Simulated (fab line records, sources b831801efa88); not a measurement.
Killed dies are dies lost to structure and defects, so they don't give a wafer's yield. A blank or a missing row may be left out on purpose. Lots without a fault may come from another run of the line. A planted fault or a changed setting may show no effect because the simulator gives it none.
A struck lot beside a sound one | flow gf180mcu | 23 steps out of a route of 602
Sound: wafers L691.2, L691.4, L691.6. Struck: wafers L700.2, L700.3, L700.4. The cause comes at the end.
At each step with rows: each side's tool, then ch and its chambers, then its first start. Under that, the readings that differ: sound wafers | struck wafers | difference of the means | sigmas: that difference in standard deviations of wafers without a fault.
alike: readings whose means differ by less than 2 such deviations, and words and numbers that are the same on both sides. not compared: withheld readings, readings that some wafer has no value for, bounds like >300 that may hide the same value, and numbers for which the record gives no deviation and whose values overlap.
The two part at a step that has a row with sigmas, a row that says differs or no value, or rows on one side only. Numbers that don't overlap but have no deviation are shown without sigmas and don't part them. A reading that every wafer of one side lacks parts them only if that side has two wafers or more.

first, 5 steps without rows for these wafers: GF_HV_LDD_COAT_02 (resist thk 1000 nm); GF_HV_LDD_SOFTBAKE_03 (time 60 s); GF_HV_LDD_EXPOSE_04 (exposes mask Nplus LV AREA, target cd 400 nm); GF_HV_LDD_PEB_05; GF_HV_LDD_DEVELOP_06 (develop time 60 s).
GF_HV_LDD_CD_MEAS_07: target cd 400 nm.
  sound on cd_sem-01, day 12 05:35; struck on cd_sem-02, day 14 20:41
  alike: cd_nm
GF_HV_LDD_OVL_MEAS_08:
  sound on overlay-02, day 12 05:41; struck on overlay-01, day 14 20:47
  alike: HV_LDD_OVL
then, 1 step without rows for these wafers: GF_HV_LDD_IMPLANT_09.
GF_HV_LDD_STRIP_10: strips in O2/N2.
  sound on plasma_asher-03 ch 0,1, day 12 05:52; struck on plasma_asher-02 ch 0,1, day 14 20:58
  alike: drypump_motor_current_A, heater_power_w, oes_product_au, strip_time_to_endpoint_s
  not compared: rf_hours_counter_h
GF_HV_LDD_TW_MEAS_11:
  sound on film_metro-02, day 12 05:59; struck on film_metro-04, day 14 21:05
  alike: HV_LDD_TW
then, 2 steps without rows for these wafers: GF_HV_LDD_DEHYDRATE_12 (time 60 s); GF_HV_LDD_HMDS_13 (prime time 60 s).
GF_HV_LDD_COAT_14: resist thk 1000 nm.
  sound on litho_track-03 ch 0, day 12 16:17; struck on litho_track-03 ch 0, day 15 07:50
  reading                                     | sound             | struck            | difference | sigmas
  model.NOVOLAK_of_HV_LDD_COAT_14.thk_nm (nm) | 998.8 996.2 996.6 | 909.2 912.9 911.9 | -85.9      |
  alike: dispense_pressure_kPa
then, 3 steps without rows for these wafers: GF_HV_LDD_SOFTBAKE_15 (time 60 s); GF_HV_LDD_EXPOSE_16 (exposes mask Pplus LV AREA, target cd 400 nm); GF_HV_LDD_PEB_17.
GF_HV_LDD_DEVELOP_18: develop time 60 s.
  sound on litho_track-03 ch 0, day 13 02:17; struck on litho_track-04 ch 0, day 15 19:35
  reading                                     | sound             | struck            | difference | sigmas
  model.NOVOLAK_of_HV_LDD_COAT_14.thk_nm (nm) | 998.4 995.8 996.2 | 908.8 912.5 911.5 | -85.9      |
GF_HV_LDD_CD_MEAS_19: target cd 400 nm.
  sound on cd_sem-01, day 13 02:26; struck on cd_sem-02, day 15 19:44
  reading    | sound             | struck            | difference | sigmas
  cd_nm (nm) | 396.3 396.3 397.4 | 408.2 407.2 408.9 | +11.4      | +5
GF_HV_LDD_OVL_MEAS_20:
  sound on overlay-01, day 13 02:33; struck on overlay-01, day 15 19:50
  alike: HV_LDD_01_OVL
then, 1 step without rows for these wafers: GF_HV_LDD_IMPLANT_21.
GF_HV_LDD_STRIP_22: strips in O2/N2.
  sound on plasma_asher-04 ch 0,1, day 13 02:44; struck on plasma_asher-03 ch 0,1, day 15 20:01
  reading                      | sound             | struck            | difference | sigmas
  strip_time_to_endpoint_s (s) | 12.62 12.59 12.59 | 11.59 11.62 11.60 | -1.00      | -26
  alike: drypump_motor_current_A, heater_power_w, oes_product_au
  not compared: rf_hours_counter_h
GF_HV_LDD_TW_MEAS_23:
  sound on film_metro-02, day 13 02:50; struck on film_metro-03, day 15 20:08
  reading     | sound          | struck         | difference | sigmas
  HV_LDD_2_TW | 1027 1025 1027 | 1058 1063 1058 | +33        | +3
then, 1 step without rows for these wafers: GF_PASSIVATION_PROBE_99.

WHERE THEY PART
First at GF_HV_LDD_CD_MEAS_19; last, within this record, at GF_HV_LDD_TW_MEAS_23.

WHY: what the simulator had put in
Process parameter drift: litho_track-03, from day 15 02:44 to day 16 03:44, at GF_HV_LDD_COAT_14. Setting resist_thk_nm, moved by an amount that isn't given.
